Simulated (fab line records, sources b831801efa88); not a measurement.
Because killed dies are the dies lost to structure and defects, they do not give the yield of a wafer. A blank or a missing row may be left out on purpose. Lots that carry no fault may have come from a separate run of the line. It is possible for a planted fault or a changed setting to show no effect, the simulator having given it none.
Which tool is to blame? :: flow gf180mcu :: 12 lots with 36 wafers sampled at 2 steps, on a route of 602 steps

== WHAT EACH GAUGE READ, for each wafer ==
GF_V5_CD_MEAS_14: the cd target is 260 nm.
lot: L075
measured: day 27 03:15
on: cdSem-01
cdNm (nm): 261.1 259.6 261.7

lot: L077
measured: day 28 15:35
on: cdSem-02
cdNm (nm): 259.8 260.8 261.8

lot: L078
measured: day 28 18:00
on: cdSem-01
cdNm (nm): 260.0 259.7 258.5

lot: L081
measured: day 29 11:23
on: cdSem-01
cdNm (nm): 260.3 259.3 260.4

lot: L083
measured: day 30 04:20
on: cdSem-02
cdNm (nm): 261.2 260.5 260.2

lot: L085
measured: day 30 16:54
on: cdSem-01
cdNm (nm): 258.9 259.0 258.8

lot: L087
measured: day 31 02:04
on: cdSem-01
cdNm (nm): 260.4 260.3 261.1

lot: L089
measured: day 31 16:52
on: cdSem-02
cdNm (nm): 260.0 260.4 258.8

lot: L091
measured: day 32 03:38
on: cdSem-02
cdNm (nm): 260.7 261.2 259.6

lot: L093
measured: day 32 16:28
on: cdSem-01
cdNm (nm): 260.1 260.1 260.7

lot: L095
measured: day 33 00:57
on: cdSem-02
cdNm (nm): 260.3 260.4 261.4

lot: L097
measured: day 33 14:11
on: cdSem-02
cdNm (nm): 259.8 261.1 259.9

== TOOL THAT RAN EACH LOT (tool first, then ch and the chambers of the sampled wafers, then the start) ==
lot: L075
GF_MIM_SPUTTER_00: pvdSputter-03, day 24 11:23

lot: L077
GF_MIM_SPUTTER_00: pvdSputter-04, day 26 01:19

lot: L078
GF_MIM_SPUTTER_00: pvdSputter-01, day 26 03:56

lot: L081
GF_MIM_SPUTTER_00: pvdSputter-04, day 26 22:52

lot: L083
GF_MIM_SPUTTER_00: pvdSputter-04, day 27 16:25

lot: L085
GF_MIM_SPUTTER_00: pvdSputter-01, day 28 07:04

lot: L087
GF_MIM_SPUTTER_00: pvdSputter-04, day 28 16:21

lot: L089
GF_MIM_SPUTTER_00: pvdSputter-03, day 29 08:06

lot: L091
GF_MIM_SPUTTER_00: pvdSputter-04, day 29 19:11

lot: L093
GF_MIM_SPUTTER_00: pvdSputter-01, day 30 10:10

lot: L095
GF_MIM_SPUTTER_00: pvdSputter-03, day 30 20:35

lot: L097
GF_MIM_SPUTTER_00: pvdSputter-04, day 31 11:02
- GF_MIM_SPUTTER_00: material Ti, target thk 37.5 nm, time 150 s.

== THE ANSWER, worked out from the rows above alone ==
Rule: what is usual is taken from the lots themselves. The widest of any qualifying gaps counts: lots, ordered by their means at a reading, are off when they make up no more than a third of the lots, leave a main group of 4 or more, and stand apart from it by 3 or more times the standard deviation of that group's means. Not used: any main group whose means are identical at the precision the tables above print for the reading. Also off: a lot with no number at a reading for which 4 or more lots have one. All remaining lots with rows at the step are treated as sound.
Nothing can be told from this: no lot is off at any reading shown.

== WHAT THE SIMULATOR HAD INSERTED ==
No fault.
